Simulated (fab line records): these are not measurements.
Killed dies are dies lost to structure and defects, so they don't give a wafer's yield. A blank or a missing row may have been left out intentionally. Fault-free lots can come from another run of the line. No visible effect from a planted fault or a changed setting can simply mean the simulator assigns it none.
fab line records	flow sky130
[record] lots = 14	wafers = 42	last-day = 50
route steps=708 shown VT_ADJUST_PCH@150 SONOS_TUNNEL@161 PAD_OPEN@708
lots untouched by any fault: they come from a run of this same line in which no faults occurred
start-h: start of the lot's first displayed wafer, in hours after the record's first day	wait-h: how many hours have passed since the lot's step before this one	" the same as in the row above	L1.1+2: one row covering several wafers at once	- no value, or no start was given	* or withheld: withheld	< > ~ a bound
route shown NAME@n: a module of which the file shows steps, and the number in the route of the first	usual: average and standard deviation across the fault-free wafers	same: alike in all rows	chamber/n: place in a boat	sites: readings site by site	_std_site: standard deviation across them	_edge_site: outer sites' mean less inner sites'	radius-mm: how far each site lies from the wafer's centre	mask NAME#n: copy n	behind: the most recent tool/chamber to have shaped the wafer	hold: cause of the lot's hold/its duration in hours/its outcome	device: whichever transistor did not switch (one of n, p or np)	end of line: the tests these same wafers got at the end of their route	a step without rows: its recipe alone	killed: dies lost to structure and defects at the first sort, not the wafer's yield	map: a wafer's dies, marking killed ones x, the rest . and places with no die _
set.NAME: the run value of the setting; set.NAME@STEP: its run value at that earlier step	model.NAME: the simulator's own value behind a step, which no gauge read
one table for each step of the route and one row for each wafer, over a sample of lots
services: a tool's chamber out of use, with start hour (start-h, from the record's first day; less than 0 if before it), hours out, and reason
[[steps]]
[step SKY_VT_ADJUST_PCH_OVL_MEAS_07]
[usual] VT_ADJUST_PCH_OVL = -1.2/1.2
lot.wafer	tool	chamber	start-h	wait-h	VT_ADJUST_PCH_OVL[nm]
L713.1	overlay-01	-	225.48	-	-1.6
L713.3	"	-	"	"	-0.2
L713.6	"	-	"	"	-2.2
L714.1	overlay-02	-	233.48	-	-3.5
L714.3	"	-	"	"	-2.4
L714.6	"	-	"	"	-1.3
L715.1	overlay-01	-	239.48	-	-0.7
L715.3	"	-	"	"	-1.3
L715.4	"	-	"	"	-2.5
L720.1	overlay-01	-	286.73	-	-1.4
L720.2	"	-	"	"	-0.3
L720.6	"	-	"	"	-2.1
L722.3	overlay-01	-	290.85	-	-1.8
L722.4	"	-	"	"	-3.1
L722.5	"	-	"	"	-1.5
L723.4	overlay-01	-	300.04	-	0.5
L723.5	"	-	"	"	0.1
L723.6	"	-	"	"	-0.8
L724.1	overlay-01	-	312.57	-	-2.7
L724.3	"	-	"	"	-0.6
L724.6	"	-	"	"	-0.6
L729.1	overlay-02	-	349.68	-	-1.3
L729.2	"	-	"	"	-0.4
L729.3	"	-	"	"	-1.0
L730.3	overlay-01	-	355.34	-	-2.5
L730.5	"	-	"	"	-1.6
L730.6	"	-	"	"	-2.0
L731.2	overlay-02	-	371.63	-	-0.3
L731.3	"	-	"	"	-3.3
L731.4	"	-	"	"	0.4
L732.2	overlay-02	-	375.53	-	-1.2
L732.5	"	-	"	"	-0.9
L732.6	"	-	"	"	0.5
L733.1	overlay-02	-	393.52	-	-2.3
L733.4	"	-	"	"	-0.7
L733.5	"	-	"	"	-2.5
L735.1	overlay-02	-	396.53	-	-0.3
L735.5	"	-	"	"	-1.4
L735.6	"	-	"	"	-0.6
L736.3	overlay-02	-	403.30	-	-2.1
L736.4	"	-	"	"	0.2
L736.6	"	-	"	"	-0.9
[step SKY_VT_ADJUST_PCH_TW_MEAS_10]
[usual] VT_ADJUST_PCH_TW = 141.0/1.9
lot.wafer	tool	chamber	start-h	wait-h	VT_ADJUST_PCH_TW
L713.1	film-metro-02	-	225.76	0.1	141.3
L713.3	"	-	"	"	140.8
L713.6	"	-	"	"	140.7
L714.1	film-metro-01	-	233.77	0.1	138.8
L714.3	"	-	"	"	139.4
L714.6	"	-	"	"	139.0
L715.1	film-metro-02	-	239.76	0.1	141.1
L715.3	"	-	"	"	140.7
L715.4	"	-	"	"	140.6
L720.1	film-metro-01	-	287.01	0.1	138.6
L720.2	"	-	"	"	138.0
L720.6	"	-	"	"	138.6
L722.3	film-metro-01	-	291.14	0.1	139.2
L722.4	"	-	"	"	138.6
L722.5	"	-	"	"	138.9
L723.4	film-metro-04	-	300.34	0.1	142.7
L723.5	"	-	"	"	143.3
L723.6	"	-	"	"	143.5
L724.1	film-metro-02	-	312.86	0.1	141.4
L724.3	"	-	"	"	141.7
L724.6	"	-	"	"	141.5
L729.1	film-metro-01	-	349.96	0.1	138.2
L729.2	"	-	"	"	137.9
L729.3	"	-	"	"	138.1
L730.3	film-metro-01	-	355.63	0.1	138.1
L730.5	"	-	"	"	138.8
L730.6	"	-	"	"	138.3
L731.2	film-metro-04	-	371.92	0.1	142.7
L731.3	"	-	"	"	142.4
L731.4	"	-	"	"	142.4
L732.2	film-metro-04	-	375.82	0.1	142.6
L732.5	"	-	"	"	142.0
L732.6	"	-	"	"	142.1
L733.1	film-metro-02	-	393.80	0.1	140.7
L733.4	"	-	"	"	141.7
L733.5	"	-	"	"	140.6
L735.1	film-metro-01	-	396.81	0.1	139.3
L735.5	"	-	"	"	139.1
L735.6	"	-	"	"	138.4
L736.3	film-metro-02	-	403.59	0.1	140.9
L736.4	"	-	"	"	140.9
L736.6	"	-	"	"	140.6
[step SKY_SONOS_TUNNEL_CD_MEAS_07]
[recipe] target-cd-nm = 410
[usual] cd-nm = 410.3/2.1
lot.wafer	tool	chamber	start-h	wait-h	cd-nm
L713.1	cd-sem-02	-	249.30	0.1	412.2
L713.3	"	-	"	"	412.8
L713.6	"	-	"	"	411.4
L714.1	cd-sem-02	-	256.70	0.1	415.8
L714.3	"	-	"	"	414.1
L714.6	"	-	"	"	412.3
L715.1	cd-sem-02	-	263.28	0.1	408.0
L715.3	"	-	"	"	406.9
L715.4	"	-	"	"	409.0
L720.1	cd-sem-02	-	310.83	0.1	410.3
L720.2	"	-	"	"	412.4
L720.6	"	-	"	"	413.0
L722.3	cd-sem-01	-	316.21	0.1	407.5
L722.4	"	-	"	"	408.4
L722.5	"	-	"	"	408.1
L723.4	cd-sem-02	-	325.76	0.1	411.4
L723.5	"	-	"	"	413.2
L723.6	"	-	"	"	411.2
L724.1	cd-sem-02	-	339.53	0.1	406.7
L724.3	"	-	"	"	406.4
L724.6	"	-	"	"	406.1
L729.1	cd-sem-02	-	377.23	0.1	408.6
L729.2	"	-	"	"	412.4
L729.3	"	-	"	"	414.3
L730.3	cd-sem-02	-	382.74	0.1	408.5
L730.5	"	-	"	"	407.5
L730.6	"	-	"	"	408.7
L731.2	cd-sem-01	-	399.27	0.1	410.2
L731.3	"	-	"	"	406.4
L731.4	"	-	"	"	406.8
L732.2	cd-sem-02	-	403.55	0.1	410.5
L732.5	"	-	"	"	408.8
L732.6	"	-	"	"	412.1
L733.1	cd-sem-02	-	421.13	0.1	412.0
L733.4	"	-	"	"	409.7
L733.5	"	-	"	"	410.9
L735.1	cd-sem-02	-	425.50	0.1	410.0
L735.5	"	-	"	"	411.9
L735.6	"	-	"	"	410.4
L736.3	cd-sem-01	-	433.27	0.1	408.7
L736.4	"	-	"	"	408.2
L736.6	"	-	"	"	407.9
[step SKY_SONOS_TUNNEL_STRIP_11]
[recipe] chemistry = SPM	time-s = 600	temp-c = 130
[usual] bath-guard-temp-C = 129.7/0.5	bath-heat-duty-pct = 15.0/1.6	temp-c = 130.00/0.12
lot.wafer	tool	chamber	start-h	wait-h	bath-guard-temp-C	bath-heat-duty-pct	temp-c
L713.1	wet-bench-03	3	249.70	0.0	129.8	13.3	129.88
L713.3	"	3	"	"	129.8	15.0	130.26
L713.6	"	3	"	"	129.6	14.0	129.99
L714.1	wet-bench-01	2	257.09	0.0	129.2	13.3	130.02
L714.3	"	2	"	"	129.0	12.7	129.73
L714.6	"	2	"	"	129.4	13.3	129.94
L715.1	wet-bench-04	1	263.67	0.0	129.2	15.0	130.01
L715.3	"	1	"	"	129.5	15.4	129.91
L715.4	"	1	"	"	129.4	13.3	129.91
L720.1	wet-bench-03	0	311.22	0.0	129.8	15.2	129.90
L720.2	"	0	"	"	129.9	15.2	130.05
L720.6	"	0	"	"	130.2	14.3	130.06
L722.3	wet-bench-04	3	316.56	0.0	129.1	17.1	129.73
L722.4	"	3	"	"	129.1	16.0	129.94
L722.5	"	3	"	"	129.5	15.9	129.94
L723.4	wet-bench-04	0	326.09	0.0	129.9	14.7	130.04
L723.5	"	0	"	"	130.4	13.3	130.05
L723.6	"	0	"	"	130.4	14.4	129.90
L724.1	wet-bench-04	2	339.92	0.0	129.7	14.8	130.09
L724.3	"	2	"	"	129.7	16.2	130.02
L724.6	"	2	"	"	129.8	15.3	129.96
L729.1	wet-bench-03	0	377.62	0.0	130.1	14.5	130.04
L729.2	"	0	"	"	130.3	15.6	130.17
L729.3	"	0	"	"	130.2	15.2	130.03
L730.3	wet-bench-03	2	383.11	0.0	-	-	-
L730.5	"	2	"	"	-	-	-
L730.6	"	2	"	"	-	-	-
L731.2	wet-bench-01	3	399.65	0.0	-	-	-
L731.3	"	3	"	"	-	-	-
L731.4	"	3	"	"	-	-	-
L732.2	wet-bench-01	2	403.92	0.0	129.0	13.3	130.04
L732.5	"	2	"	"	129.2	13.3	129.91
L732.6	"	2	"	"	129.3	12.8	129.81
L733.1	wet-bench-01	3	421.52	0.0	129.5	16.8	130.13
L733.4	"	3	"	"	129.8	14.5	129.79
L733.5	"	3	"	"	129.1	16.6	129.84
L735.1	wet-bench-04	2	425.89	0.0	129.4	15.1	129.98
L735.5	"	2	"	"	129.8	16.7	129.89
L735.6	"	2	"	"	129.6	16.3	129.93
L736.3	wet-bench-01	2	433.70	0.0	129.1	13.7	129.93
L736.4	"	2	"	"	129.5	13.0	129.89
L736.6	"	2	"	"	129.4	13.2	129.79
[step SKY_PAD_OPEN_PROBE_99]
[usual] killed_at_M0_to_M3 = 43/7.1	killed_at_M4_up = 3.2/1.7	killed-at-contacts = 24/5.6	killed-at-front-end = 16/5	killed-at-other = 0.4/0.68	killed-dies = 86/9.3	killed-on-rim = 17/3.8	killed-open = 47/7.1	killed-short = 39/5.7
[same] gross-dies = 492	killed-at-back-side = 0
lot.wafer	tool	chamber	start-h	wait-h	killed_at_M0_to_M3	killed_at_M4_up	killed-at-contacts	killed-at-front-end	killed-at-other	killed-dies	killed-on-rim	killed-open	killed-short
L713.1	prober-01	-	1073.26	0.1	41	4	24	26	0	95	22	57	38
L713.3	prober-01	-	1073.36	0.2	36	1	23	18	0	78	18	43	35
L713.6	prober-01	-	1073.51	0.2	39	4	25	15	0	83	20	41	42
L715.1	prober-01	-	1090.62	0.1	47	7	15	22	2	93	23	48	45
L715.3	prober-01	-	1090.72	0.2	23	5	22	24	2	76	12	40	36
L715.4	prober-01	-	1090.77	0.2	48	7	22	14	0	91	23	43	47
L720.1	prober-02	-	1128.76	0.1	47	4	42	12	0	105	23	60	45
L720.2	prober-02	-	1128.81	0.1	41	4	24	24	0	93	19	55	38
L720.6	prober-02	-	1129.01	0.2	34	2	28	12	0	76	14	46	30
L724.1	prober-02	-	1142.67	0.1	37	1	28	14	0	80	13	50	30
L724.3	prober-02	-	1142.77	0.2	40	4	25	7	0	76	12	44	32
L724.6	prober-02	-	1142.92	0.2	48	2	26	10	0	86	15	44	42
L730.3	prober-02	-	1174.69	0.2	37	3	22	427	3	492	96	39	40
L730.5	prober-02	-	1174.79	0.2	52	3	31	405	1	492	96	51	49
L730.6	prober-02	-	1174.84	0.2	43	2	21	426	0	492	96	41	42
L731.2	prober-01	-	1180.54	0.1	56	4	24	408	0	492	96	56	44
L731.3	prober-01	-	1180.59	0.2	39	2	29	422	0	492	96	49	36
L731.4	prober-01	-	1180.64	0.2	39	3	30	419	1	492	96	44	39
// killed by level:class
L713.1 VIA1:geometric-particle:open=14 POLY_GATE:geometric-particle:open=7 LI_CONTACT:geometric-particle:open=7 CONTACT:geometric-particle:open=7 VIA3:geometric-particle:open=7 FIELD_ISO:geometric-particle:short=6 VIA2:geometric-particle:open=6 CONTACT:geometric-particle:short=5
L713.3 CONTACT:geometric-particle:open=9 FIELD_ISO:geometric-particle:open=8 VIA1:geometric-particle:short=8 LI_CONTACT:geometric-particle:open=7 VIA1:geometric-particle:open=6 FIELD_ISO:geometric-particle:short=5 VIA2:geometric-particle:open=5 CONTACT:geometric-particle:short=4
L713.6 CONTACT:geometric-particle:open=8 VIA1:geometric-particle:open=8 FIELD_ISO:geometric-particle:short=7 VIA1:geometric-particle:short=6 CONTACT:geometric-particle:short=6 VIA2:geometric-particle:open=5 VIA3:geometric-particle:open=5 LI_CONTACT:geometric-particle:open=4
L715.1 VIA1:geometric-particle:open=11 POLY_GATE:geometric-particle:short=7 VIA2:geometric-particle:open=7 CONTACT:geometric-particle:open=6 FIELD_ISO:geometric-particle:open=5 METAL2:geometric-particle:short=5 VIA1:geometric-particle:short=5 METAL4:geometric-particle:short=5
L715.3 POLY_GATE:geometric-particle:open=7 FIELD_ISO:geometric-particle:open=6 LI_CONTACT:geometric-particle:open=5 CONTACT:geometric-particle:open=5 POLY_GATE:geometric-particle:short=4 LI_CONTACT:geometric-particle:short=4 METAL3:geometric-particle:short=4 CONTACT:geometric-particle:short=4
L715.4 VIA1:geometric-particle:open=16 METAL2:geometric-particle:short=8 LOCAL_INTERCONNECT:geometric-particle:short=7 CONTACT:geometric-particle:short=6 METAL4:geometric-particle:short=6 VIA2:geometric-particle:open=5 POLY_GATE:geometric-particle:short=5 LI_CONTACT:geometric-particle:open=5
L720.1 CONTACT:geometric-particle:open=14 LI_CONTACT:geometric-particle:open=11 VIA1:geometric-particle:open=10 METAL2:geometric-particle:short=9 METAL1:geometric-particle:short=8 VIA3:geometric-particle:open=7 LOCAL_INTERCONNECT:geometric-particle:short=7 CONTACT:geometric-particle:short=6
L720.2 VIA1:geometric-particle:open=13 CONTACT:geometric-particle:open=10 FIELD_ISO:geometric-particle:short=7 FIELD_ISO:geometric-particle:open=7 LI_CONTACT:geometric-particle:open=6 METAL2:geometric-particle:short=6 METAL1:geometric-particle:short=6 CONTACT:geometric-particle:short=5
L720.6 CONTACT:geometric-particle:open=17 VIA1:geometric-particle:open=9 CONTACT:geometric-particle:short=6 VIA2:geometric-particle:open=5 VIA3:geometric-particle:short=5 VIA2:geometric-particle:short=5 FIELD_ISO:geometric-particle:open=4 VIA3:geometric-particle:open=4
L724.1 LI_CONTACT:geometric-particle:open=13 CONTACT:geometric-particle:open=10 VIA2:geometric-particle:open=7 VIA1:geometric-particle:open=6 VIA2:geometric-particle:short=5 POLY_GATE:geometric-particle:short=4 VIA3:geometric-particle:open=4 FIELD_ISO:geometric-particle:short=3
L724.3 CONTACT:geometric-particle:open=9 LI_CONTACT:geometric-particle:open=7 VIA2:geometric-particle:open=7 VIA2:geometric-particle:short=7 CONTACT:geometric-particle:short=5 METAL1:geometric-particle:short=5 VIA1:geometric-particle:open=5 METAL2:geometric-particle:short=4
L724.6 VIA1:geometric-particle:open=9 LI_CONTACT:geometric-particle:open=8 METAL1:geometric-particle:short=7 VIA2:geometric-particle:open=7 LI_CONTACT:geometric-particle:short=6 METAL2:geometric-particle:short=6 CONTACT:geometric-particle:open=5 FIELD_ISO:geometric-particle:short=4
L730.3 SONOS_ONO:area-oxidation=411 VIA1:geometric-particle:open=8 METAL2:geometric-particle:short=8 CONTACT:geometric-particle:short=7 CONTACT:geometric-particle:open=7 FIELD_ISO:geometric-particle:open=6 VIA1:geometric-particle:short=5 LI_CONTACT:geometric-particle:open=5
L730.5 SONOS_ONO:area-oxidation=391 VIA1:geometric-particle:open=13 CONTACT:geometric-particle:open=10 METAL2:geometric-particle:short=9 CONTACT:geometric-particle:short=7 LI_CONTACT:geometric-particle:short=6 METAL1:geometric-particle:short=6 VIA3:geometric-particle:open=6
L730.6 SONOS_ONO:area-oxidation=409 VIA1:geometric-particle:open=8 FIELD_ISO:geometric-particle:open=7 LOCAL_INTERCONNECT:geometric-particle:short=6 VIA1:geometric-particle:short=6 VIA2:geometric-particle:open=6 METAL1:geometric-particle:short=5 CONTACT:geometric-particle:open=5
L731.2 SONOS_ONO:area-oxidation=391 VIA1:geometric-particle:open=19 LI_CONTACT:geometric-particle:open=7 VIA1:geometric-particle:short=7 LOCAL_INTERCONNECT:geometric-particle:short=6 CONTACT:geometric-particle:open=6 VIA2:geometric-particle:open=6 VIA3:geometric-particle:open=6
L731.3 SONOS_ONO:area-oxidation=407 LI_CONTACT:geometric-particle:open=12 VIA1:geometric-particle:open=7 METAL1:geometric-particle:short=7 CONTACT:geometric-particle:open=7 VIA2:geometric-particle:open=7 FIELD_ISO:geometric-particle:short=5 VIA3:geometric-particle:open=5
L731.4 SONOS_ONO:area-oxidation=409 VIA1:geometric-particle:open=8 VIA2:geometric-particle:open=7 LI_CONTACT:geometric-particle:open=7 LOCAL_INTERCONNECT:geometric-particle:short=6 CONTACT:geometric-particle:short=6 METAL1:geometric-particle:short=6 CONTACT:geometric-particle:open=5
[[services]]
tool	chamber	start-h	hours	kind
wet-bench-04	-	410.42	6.9	repair
[[key]]
[first-sign] step = SKY_SONOS_TUNNEL_STRIP_11	reading = tool-record	direction = missing
[effect] step = SKY_PAD_OPEN_PROBE_99	reading = killed-at-front-end	direction = up	sigmas = 80	usual = 16	struck = 418
[more-kills-born-at] SKY_SONOS_ONO_OXIDATION_00@furnace-01 = 2418
met-at SKY_SONOS_TUNNEL_STRIP_11
struck-lots L730,L731
later-rows-left-out L730.3,L730.5,L730.6,L731.2,L731.3,L731.4
tester-left-out L730,L731
not-acting-at SKY_VT_ADJUST_PCH_OVL_MEAS_07,SKY_VT_ADJUST_PCH_TW_MEAS_10,SKY_SONOS_TUNNEL_CD_MEAS_07
onset-between 377.62 383.11
[fault] kind = skipped-step-whole	tool = wet-bench-01,wet-bench-03	chamber = -	onset-h = 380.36	steps = SKY_SONOS_TUNNEL_STRIP_11	scope = struck-lots-only
// tester-left-out: of these lots the tester's yield and bins aren't shown, on N5 and GAA mostly nor the transistor test; their killed dies are dies lost to structure and defects alone, not to doping, threshold or leakage, so they don't give the yield
// later-rows-left-out: the simulator's readings of these wafers behind a module that went badly wrong aren't trusted and aren't shown, but for the sort
